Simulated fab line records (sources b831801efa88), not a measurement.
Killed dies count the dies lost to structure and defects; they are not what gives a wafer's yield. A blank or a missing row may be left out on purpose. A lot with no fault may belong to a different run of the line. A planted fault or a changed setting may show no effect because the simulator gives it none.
The tool behind it: which one? + flow gf180mcu + Sampling: 12 lots, 36 wafers, 6 of 602 route steps

## WHAT THE GAUGES SHOWED, per wafer
GF_HV_LDD_OVL_MEAS_32. Usual: HV_LDD_02_OVL 0.8 nm, standard deviation 1.6.
| lot  | measured     | on         | HV_LDD_02_OVL (nm) | flag |
|------|--------------|------------|--------------------|------|
| L968 | day 11 11:02 | overlay-01 | -1.4 -0.4 1.3      |      |
| L969 | day 11 20:10 | overlay-01 | -3.1 -2.6 -0.3     |      |
| L970 | day 12 01:28 | overlay-01 | -0.7 0.2 0.7       |      |
| L974 | day 13 14:12 | overlay-01 | 0.3 1.4 -0.2       |      |
| L975 | day 13 17:38 | overlay-01 | 0.6 0.7 -0.3       |      |
| L978 | day 14 17:36 | overlay-02 | 2.7 3.6 3.2        |      |
| L982 | day 16 14:06 | overlay-01 | 0.0 -1.7 -0.2      |      |
| L983 | day 16 18:40 | overlay-01 | 2.7 -0.2 1.8       |      |
| L985 | day 17 03:11 | overlay-02 | 0.5 0.4 1.2        |      |
| L987 | day 17 21:11 | overlay-01 | -1.9 0.9 -1.2      |      |
| L990 | day 18 13:22 | overlay-01 | -1.3 -1.1 0.2      |      |
| L991 | day 19 00:16 | overlay-02 | 1.0 2.4 1.1        |      |

GF_HV_LDD_RS_MEAS_53: a four-point-probe measurement. Usual: HV_LDD_RS 418.1 ohm/sq, standard deviation 1.
| lot  | measured     | on            | HV_LDD_RS (ohm/sq) | flag |
|------|--------------|---------------|--------------------|------|
| L968 | day 12 07:48 | film metro-01 | 419.1 419.0 419.1  |      |
| L969 | day 12 17:16 | film metro-03 | 417.8 417.6 417.6  |      |
| L970 | day 12 22:28 | film metro-04 | 417.3 418.6 417.8  |      |
| L974 | day 14 11:31 | film metro-03 | 419.2 418.1 418.5  |      |
| L975 | day 14 15:51 | film metro-03 | 417.5 418.6 418.4  |      |
| L978 | day 15 16:52 | film metro-03 | 417.9 418.2 418.4  |      |
| L982 | day 17 13:42 | film metro-01 | 416.8 417.3 416.9  |      |
| L983 | day 17 18:56 | film metro-03 | 418.6 419.3 417.5  |      |
| L985 | day 18 03:49 | film metro-01 | 417.7 417.1 417.9  |      |
| L987 | day 18 22:28 | film metro-01 | 418.4 420.7 421.1  |      |
| L990 | day 19 14:50 | film metro-03 | 419.9 418.0 418.2  |      |
| L991 | day 20 01:29 | film metro-04 | 416.4 416.2 417.4  |      |

GF_PSD_RS_MEAS_14: a four-point-probe measurement. Usual: NSD_RS 46.11 ohm/sq, standard deviation 0.088.
| lot  | measured     | on            | NSD_RS (ohm/sq)   | flag |
|------|--------------|---------------|-------------------|------|
| L968 | day 14 04:05 | film metro-01 | 46.10 46.13 46.10 |      |
| L969 | day 14 14:42 | film metro-02 | 46.12 46.07 46.06 |      |
| L970 | day 14 19:04 | film metro-04 | 46.06 46.02 45.90 |      |
| L974 | day 16 11:58 | film metro-02 | 46.09 46.15 46.11 |      |
| L975 | day 16 16:10 | film metro-02 | 45.96 46.14 46.13 |      |
| L978 | day 17 18:06 | film metro-04 | 46.08 46.10 46.11 |      |
| L982 | day 19 16:52 | film metro-02 | 46.18 46.22 46.20 |      |
| L983 | day 19 22:19 | film metro-02 | 47.50 47.50 47.50 | OFF  |
| L985 | day 20 07:25 | film metro-01 | 47.48 47.37 47.43 | OFF  |
| L987 | day 21 01:59 | film metro-01 | 46.20 46.15 46.27 |      |
| L990 | day 21 18:04 | film metro-02 | 46.09 46.12 46.19 |      |
| L991 | day 22 05:00 | film metro-02 | 46.02 46.18 46.12 |      |

GF_SAB_OVL_MEAS_10. Usual: SAB_OVL 0.1 nm, standard deviation 1.3.
| lot  | measured     | on         | SAB_OVL (nm)   | flag |
|------|--------------|------------|----------------|------|
| L968 | day 15 01:29 | overlay-02 | 1.6 -1.4 0.6   |      |
| L969 | day 15 12:01 | overlay-01 | 1.2 0.4 1.4    |      |
| L970 | day 15 17:17 | overlay-02 | -1.4 0.2 -2.6  |      |
| L974 | day 17 10:14 | overlay-01 | 2.7 0.5 1.1    |      |
| L975 | day 17 13:53 | overlay-02 | -0.1 0.6 -1.8  |      |
| L978 | day 18 18:11 | overlay-01 | -2.9 -2.1 0.4  |      |
| L982 | day 20 16:42 | overlay-01 | 0.1 -0.5 -0.1  |      |
| L983 | day 20 21:53 | overlay-02 | 2.1 1.0 0.6    |      |
| L985 | day 21 07:17 | overlay-01 | -0.3 1.5 1.1   |      |
| L987 | day 22 01:56 | overlay-02 | -0.4 -0.1 -0.7 |      |
| L990 | day 22 17:19 | overlay-02 | 1.7 2.2 2.0    |      |
| L991 | day 23 04:22 | overlay-02 | 0.3 -0.4 -0.1  |      |

## WHICH TOOL RAN EACH LOT (tool, then ch and the chambers of the sampled wafers, then the start)
| lot  | GF_NSD_IMPLANT_10               | GF_NSD_STRIP_11                      |
|------|---------------------------------|--------------------------------------|
| L968 | implanter-03 ch 0, day 13 06:18 | plasma asher-04 ch 0,1, day 13 06:26 |
| L969 | implanter-02 ch 0, day 13 16:35 | plasma asher-04 ch 0,1, day 13 16:44 |
| L970 | implanter-03 ch 0, day 13 21:02 | plasma asher-04 ch 0,1, day 13 21:11 |
| L974 | implanter-04 ch 0, day 15 12:42 | plasma asher-04 ch 1, day 15 12:50   |
| L975 | implanter-02 ch 0, day 15 17:16 | plasma asher-03 ch 0,1, day 15 17:25 |
| L978 | implanter-02 ch 0, day 16 18:31 | plasma asher-03 ch 0,1, day 16 18:40 |
| L982 | implanter-04 ch 0, day 18 16:02 | plasma asher-03 ch 0,1, day 18 16:09 |
| L983 | implanter-02 ch 0, day 18 21:08 | plasma asher-04 ch 1, day 18 21:17   |
| L985 | implanter-02 ch 0, day 19 06:33 | plasma asher-03 ch 0,1, day 19 06:40 |
| L987 | implanter-04 ch 0, day 20 01:17 | plasma asher-01 ch 0,1, day 20 01:25 |
| L990 | implanter-04 ch 0, day 20 17:18 | plasma asher-03 ch 0,1, day 20 17:27 |
| L991 | implanter-03 ch 0, day 21 04:22 | plasma asher-04 ch 0,1, day 21 04:31 |
- GF_NSD_IMPLANT_10
- GF_NSD_STRIP_11: strips in O2/N2.

## AS READ BY THE TOOLS THEMSELVES (means over the sampled wafers that have a number; for cases with no such wafer, the mark the record gives instead)
GF_NSD_IMPLANT_10. Usual: beam energy keV 40.001, standard deviation 0.012; dose ions cm2 4.999e+14, standard deviation 5.8e+11; faraday current uA 2794, standard deviation 54.
| lot  | tool         | beam energy keV | dose ions cm2 | faraday current uA | flag |
|------|--------------|-----------------|---------------|--------------------|------|
| L968 | implanter-03 | 40.002          | 5.001e+14     | 2821               |      |
| L969 | implanter-02 | 40.015          | 4.995e+14     | 2795               |      |
| L970 | implanter-03 | 39.990          | 4.995e+14     | 2760               |      |
| L974 | implanter-04 | 40.013          | 5.003e+14     | 2807               |      |
| L975 | implanter-02 | 39.996          | 5.000e+14     | 2809               |      |
| L978 | implanter-02 | 40.004          | 5.007e+14     | 2797               |      |
| L982 | implanter-04 | 40.009          | 5.004e+14     | 2770               |      |
| L983 | implanter-02 | 39.997          | 3.945e+14     | 2172               | OFF  |
| L985 | implanter-02 | 39.999          | 3.945e+14     | 2193               | OFF  |
| L987 | implanter-04 | 39.985          | 5.002e+14     | 2741               |      |
| L990 | implanter-04 | 40.011          | 5.005e+14     | 2803               |      |
| L991 | implanter-03 | 39.999          | 4.990e+14     | 2793               |      |

GF_NSD_STRIP_11. Usual: drypump motor current A 5.7 A, standard deviation 0.55; heater power w 329 W, standard deviation 22; oes product au 0.487 a.u., standard deviation 0.004; strip time to endpoint s 22.94 s, standard deviation 0.037.
| lot  | tool            | drypump motor current A (A) | heater power w (W) | oes product au (a.u.) | strip time to endpoint s (s) | flag |
|------|-----------------|-----------------------------|--------------------|-----------------------|------------------------------|------|
| L968 | plasma asher-04 | 5.9                         | 299                | 0.487                 | 22.92                        |      |
| L969 | plasma asher-04 | 6.3                         | 307                | 0.488                 | 23.00                        |      |
| L970 | plasma asher-04 | 5.9                         | 297                | 0.485                 | 22.97                        |      |
| L974 | plasma asher-04 | 5.5                         | 299                | 0.486                 | 22.92                        |      |
| L975 | plasma asher-03 | 5.7                         | 344                | 0.491                 | 23.02                        |      |
| L978 | plasma asher-03 | 5.4                         | 346                | 0.485                 | 22.94                        |      |
| L982 | plasma asher-03 | 5.7                         | 339                | 0.484                 | 22.94                        |      |
| L983 | plasma asher-04 | 5.5                         | 298                | 0.488                 | 22.87                        |      |
| L985 | plasma asher-03 | 5.7                         | 336                | 0.487                 | 22.83                        |      |
| L987 | plasma asher-01 | 5.6                         | 345                | 0.490                 | 22.92                        |      |
| L990 | plasma asher-03 | 5.4                         | 343                | 0.489                 | 22.93                        |      |
| L991 | plasma asher-04 | 6.3                         | 307                | 0.489                 | 22.93                        |      |

## THE ANSWER, worked out from the rows above alone
Rule: a lot is off if the mean of its wafers that have a number lies more than 3 standard deviations from the usual mean. Also off: a lot with no number at a reading for which 4 or more lots have one. Any other lot the step has rows for is counted as sound. Order of review: gauges by route order, followed by the tools' own readings, for which a lot's mean as printed above is used. The first step at which some lot is off is used, and at that step the reading that is off furthest; a lot without a number counts as furthest.
Off: L983, L985, at GF_PSD_RS_MEAS_14 (NSD_RS).
If a tool, at a process step before that reading, ran all the lots that are off and no sound lot after the first of them, it fits. The gauges at GF_PSD_RS_MEAS_14 aren't tried: what is off there is off at GF_NSD_IMPLANT_10 too, on other tools, and a gauge's error can't cause that. One fits: implanter-02 at GF_NSD_IMPLANT_10. Its last sound lot is L978 (day 16 18:31), its first lot that is off L983 (day 18 21:08): a fault that began between those two fits.
The tool's own readings at GF_NSD_IMPLANT_10 bear it out: on the lots that are off they differ by more than 5 times the standard deviation of the sound lots' means. dose ions cm2 reads 3.945e+14 there against 5.000e+14 on the sound lots; faraday current uA reads 2182 there against 2790 on the sound lots.

## WHAT THE SIMULATOR PUT IN
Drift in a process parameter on implanter-02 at GF_NSD_IMPLANT_10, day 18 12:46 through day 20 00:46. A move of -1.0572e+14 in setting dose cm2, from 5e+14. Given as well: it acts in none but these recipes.
Struck lots among those shown: L983, L985. The rule above found the same.
